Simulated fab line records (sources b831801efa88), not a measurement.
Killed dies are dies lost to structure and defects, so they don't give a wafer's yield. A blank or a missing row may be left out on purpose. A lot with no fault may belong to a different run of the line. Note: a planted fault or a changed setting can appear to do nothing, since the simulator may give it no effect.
fab line records	flow sky130	part 2 of 2: steps 24 to 31 of 31
record lots=5	wafers=15	lastDay=50
route steps=708 shown VIA2@527 METAL3@532 CAPM@537
lots untouched by any fault: they come from a run of this same line in which no faults occurred
startH: start of the lot's first displayed wafer, in hours after the record's first day	waitH: time in hours since the lot's previous step	" the same as in the row above	L1.1+2: one row covering several wafers at once	- value missing, or start not given	* or withheld: withheld	< > ~ a bound
route shown NAME@n: NAME is a module with steps in the file, n the number in the route of the first one	usual: average and standard deviation across the fault-free wafers	same: alike in all rows	chamber/n: place in a boat	sites: each site's reading	_std_site: their standard deviation	_edge_site: outer sites' mean less inner sites'	radiusMm: for every site, how far away it sits from the centre of the wafer	mask NAME#n: copy n	behind: the last tool/chamber to shape the wafer	hold: why the lot was held/for how many hours/how that ended	device: transistor that didn't switch, given as n, p or np	end of line: at the end of the route, the tests of the same wafers	for a step that has no rows: nothing shown but its recipe	killed: dies that structure and defects cost at the first sort, which is not the same as the wafer's yield	map: dies across one wafer; x = killed, . = not, _ = none there
set.NAME: the setting the step ran with; set.NAME@STEP: the setting that earlier step ran with	model.NAME: the simulator's own value behind a step, which no gauge read
certain route steps with their lots: each step a table, each wafer a row
services: from which hour (startH, from the record's first day; less than 0 if before it) a tool's chamber was out of use, for how many hours, and why
## steps
# step SKY_CAPM_METAL_ETCH_13
# recipe targetDepthNm=220	stopOn=SiO2	chemistry=Cl2/BCl3	target=TiN	pressureMtorr=10	icpW=900	biasW=48.5	Cl2_flow_sccm=60	bcl3FlowSccm=30	timeS=62.9
# usual drypumpMotorCurrentA=5.58/0.22	oesProductAu=0.941/0.009	throttleValvePct=21.902/0.011
lot.wafer	tool	chamber	startH	waitH	drypumpMotorCurrentA	oesProductAu	rfHoursCounterH	throttleValvePct
L077.1	rieMetal-03	1	898.31	0.0	5.63	0.951	0	21.913
L077.2	"	1	"	"	5.63	0.944	-	21.897
L077.6	"	1	"	"	5.63	0.946	-	21.910
L080.4	rieMetal-04	0	920.18	0.0	5.88	0.944	-	21.900
L080.5	"	0	"	"	5.87	0.935	-	21.902
L080.6	"	1	"	"	5.26	0.948	-	21.907
L087.1	rieMetal-04	1	974.90	0.0	5.24	0.933	11	21.900
L087.4	"	0	"	"	5.84	0.947	-	21.916
L087.5	"	1	"	"	5.23	0.941	-	21.912
L088.1	rieMetal-02	1	983.60	0.0	5.82	0.928	6	21.893
L088.3	"	0	"	"	5.31	0.933	-	21.907
L088.5	"	1	"	"	5.81	0.943	-	21.909
L094.1	rieMetal-03	0	1019.65	0.0	5.63	0.943	6	21.899
L094.3	"	0	"	"	5.62	0.951	-	21.908
L094.5	"	1	"	"	5.60	0.938	-	21.908
# step SKY_CAPM_STRIP_14
# recipe chemistry=O2/N2	powerW=1400	pressureMtorr=1500	platenTempC=withheld	o2FlowSccm=3000	n2FlowSccm=300	overashFraction=0.5
# usual drypumpMotorCurrentA=5.4/0.46	oesProductAu=0.710/0.0043	stripTimeToEndpointS=12.66/0.045
lot.wafer	tool	chamber	startH	waitH	drypumpMotorCurrentA	oesProductAu	rfHoursCounterH	stripTimeToEndpointS
L077.1	plasmaAsher-03	1	898.46	0.1	4.8	0.711	73	12.69
L077.2	"	0	"	"	5.3	0.710	73	12.69
L077.6	"	0	"	"	5.3	0.714	-	12.70
L080.4	plasmaAsher-04	0	920.27	0.1	5.8	0.705	-	12.60
L080.5	"	0	"	"	5.9	0.713	-	12.66
L080.6	"	1	"	"	6.2	0.713	-	12.68
L087.1	plasmaAsher-04	1	974.98	0.1	6.2	0.709	56	12.64
L087.4	"	0	"	"	5.8	0.716	-	12.63
L087.5	"	0	"	"	5.8	0.717	-	12.70
L088.1	plasmaAsher-01	0	983.67	0.1	5.1	0.713	24	12.66
L088.3	"	1	"	"	5.4	0.710	-	12.71
L088.5	"	0	"	"	5.1	0.715	-	12.62
L094.1	plasmaAsher-01	0	1019.73	0.1	5.1	0.713	28	12.59
L094.3	"	1	"	"	5.5	0.709	-	12.60
L094.5	"	1	"	"	5.4	0.714	-	12.62
# step SKY_CAPM_STRIP_15
# recipe chemistry=postEtchResidueRemover	timeS=1200	tempC=72.5
# usual bathHeatDutyPct=13.8/1.1
lot.wafer	tool	chamber	startH	waitH	bathHeatDutyPct
L077.1	wetBench-03	0	898.56	0.1	15.0
L077.2	"	0	"	"	13.7
L077.6	"	0	"	"	14.3
L080.4	wetBench-03	2	920.33	0.0	13.2
L080.5	"	2	"	"	13.5
L080.6	"	2	"	"	13.1
L087.1	wetBench-03	0	975.08	0.1	14.7
L087.4	"	0	"	"	15.5
L087.5	"	0	"	"	15.4
L088.1	wetBench-03	0	983.77	0.1	15.2
L088.3	"	0	"	"	12.4
L088.5	"	0	"	"	14.5
L094.1	wetBench-02	0	1019.83	0.1	15.1
L094.3	"	0	"	"	14.8
L094.5	"	0	"	"	13.3
# step SKY_CAPM_CLEAN_16
# recipe chemistry=IPA	timeS=180	tempC=25
# usual bathHeatDutyPct=6.0/0.68
lot.wafer	tool	chamber	startH	waitH	bathHeatDutyPct
L077.1	wetBench-02	0	898.90	0.0	6.0
L077.2	"	0	"	"	6.0
L077.6	"	0	"	"	5.6
L080.4	wetBench-02	3	920.71	0.0	5.8
L080.5	"	3	"	"	6.4
L080.6	"	3	"	"	5.3
L087.1	wetBench-02	1	975.42	0.0	5.5
L087.4	"	1	"	"	6.1
L087.5	"	1	"	"	5.7
L088.1	wetBench-03	2	984.11	0.0	5.9
L088.3	"	2	"	"	5.6
L088.5	"	2	"	"	6.0
L094.1	wetBench-01	2	1020.17	0.0	7.0
L094.3	"	2	"	"	6.9
L094.5	"	2	"	"	6.7
# step SKY_CAPM_CLEAN_17
# recipe chemistry=O3/DIW	dry=n2Spin
lot.wafer	tool	chamber	startH	waitH
L077.1+2+6	wetBench-01	3	898.96	0.0
L080.4+5+6	wetBench-01	2	920.76	0.0
L087.1+4+5	wetBench-03	2	975.49	0.0
L088.1+3+5	wetBench-03	3	984.17	0.0
L094.1+3+5	wetBench-03	3	1020.23	0.0
# step SKY_METAL3_DEHYDRATE_05
# recipe tempC=200	timeS=60
# usual exhaustPa=44.9/0.81	resistLineTempC=23.00/0.1
lot.wafer	tool	chamber	startH	waitH	exhaustPa	resistLineTempC
L077.1	lithoTrack-01	0	911.31	12.3	43.8	22.88
L077.2	"	0	"	"	44.4	23.04
L077.6	"	0	"	"	45.0	22.91
L080.4	lithoTrack-01	0	932.53	11.7	44.0	23.00
L080.5	"	0	"	"	44.6	22.97
L080.6	"	0	"	"	44.9	22.94
L087.1	lithoTrack-03	0	986.47	10.9	44.8	23.15
L087.4	"	0	"	"	44.8	23.07
L087.5	"	0	"	"	44.1	23.14
L088.1	lithoTrack-03	0	994.47	10.2	44.3	22.93
L088.3	"	0	"	"	44.9	23.02
L088.5	"	0	"	"	43.3	22.97
L094.1	lithoTrack-01	0	1030.86	10.5	45.9	22.80
L094.3	"	0	"	"	43.1	23.08
L094.5	"	0	"	"	44.2	22.91
# step SKY_METAL3_HMDS_06
# recipe primeTimeS=60	primeTempC=120
# usual exhaustPa=45.0/0.95	resistLineTempC=23.02/0.095
lot.wafer	tool	chamber	startH	waitH	exhaustPa	resistLineTempC
L077.1	lithoTrack-01	0	911.46	0.1	45.7	23.07
L077.2	"	0	"	"	45.8	23.20
L077.6	"	0	"	"	44.1	23.08
L080.4	lithoTrack-01	0	932.68	0.1	45.6	22.93
L080.5	"	0	"	"	43.5	22.97
L080.6	"	0	"	"	44.7	22.97
L087.1	lithoTrack-03	0	986.62	0.1	45.9	22.99
L087.4	"	0	"	"	45.7	23.06
L087.5	"	0	"	"	44.7	22.96
L088.1	lithoTrack-03	0	994.62	0.1	45.1	23.14
L088.3	"	0	"	"	44.7	23.01
L088.5	"	0	"	"	44.8	23.16
L094.1	lithoTrack-01	0	1031.01	0.1	45.0	23.08
L094.3	"	0	"	"	44.6	22.93
L094.5	"	0	"	"	45.7	22.88
# step SKY_METAL3_COAT_07
# recipe resist=BARC	tempC=withheld	timeS=withheld	spinRpm=3000	resistThkNm=60
# usual exhaustPa=45.0/0.82	resistLineTempC=*
lot.wafer	tool	chamber	startH	waitH	exhaustPa	resistLineTempC
L077.1	lithoTrack-01	0	911.61	0.1	44.5	*
L077.2	"	0	"	"	45.0	*
L077.6	"	0	"	"	45.1	*
L080.4	lithoTrack-01	0	932.83	0.1	45.6	*
L080.5	"	0	"	"	45.0	*
L080.6	"	0	"	"	44.9	*
L087.1	lithoTrack-03	0	986.77	0.1	45.0	*
L087.4	"	0	"	"	44.6	*
L087.5	"	0	"	"	44.9	*
L088.1	lithoTrack-03	0	994.77	0.1	44.1	*
L088.3	"	0	"	"	44.9	*
L088.5	"	0	"	"	45.5	*
L094.1	lithoTrack-01	0	1031.16	0.1	44.6	*
L094.3	"	0	"	"	44.4	*
L094.5	"	0	"	"	44.8	*
## services
tool	chamber	startH	hours	kind
cvdW-02	-	857.39	0.5	repair
cvdW-02	0	869.53	5.2	repair
pvdSputter-02	-	881.88	6.8	repair
ilineStepper-01	-	889.44	1.7	pm
ilineStepper-02	-	892.18	1.7	pm
cmp-01	-	900.88	0.4	repair
wetBench-03	-	904.21	8.2	repair
cmp-02	-	909.04	2.0	repair
cvdW-02	1	909.11	4.3	repair
cmp-01	-	912.00	4.0	pm
cmp-01	-	936.08	2.0	repair
cmp-02	-	936.36	2.5	repair
ilineStepper-02	-	959.87	5.1	repair
ilineStepper-02	-	961.57	6.4	repair
pvdSputter-02	-	968.13	2.4	repair
pvdSputter-02	-	968.34	9.6	repair
cmp-01	-	974.10	1.0	repair
pvdSputter-04	-	979.53	5.0	repair
cmp-01	-	983.39	4.4	pm
wetBench-01	-	984.05	1.9	pm
pvdSputter-04	-	988.26	1.0	repair
wetBench-02	-	1009.83	4.8	repair
cvdW-02	1	1011.19	3.4	repair
cvdW-02	-	1015.51	0.9	repair
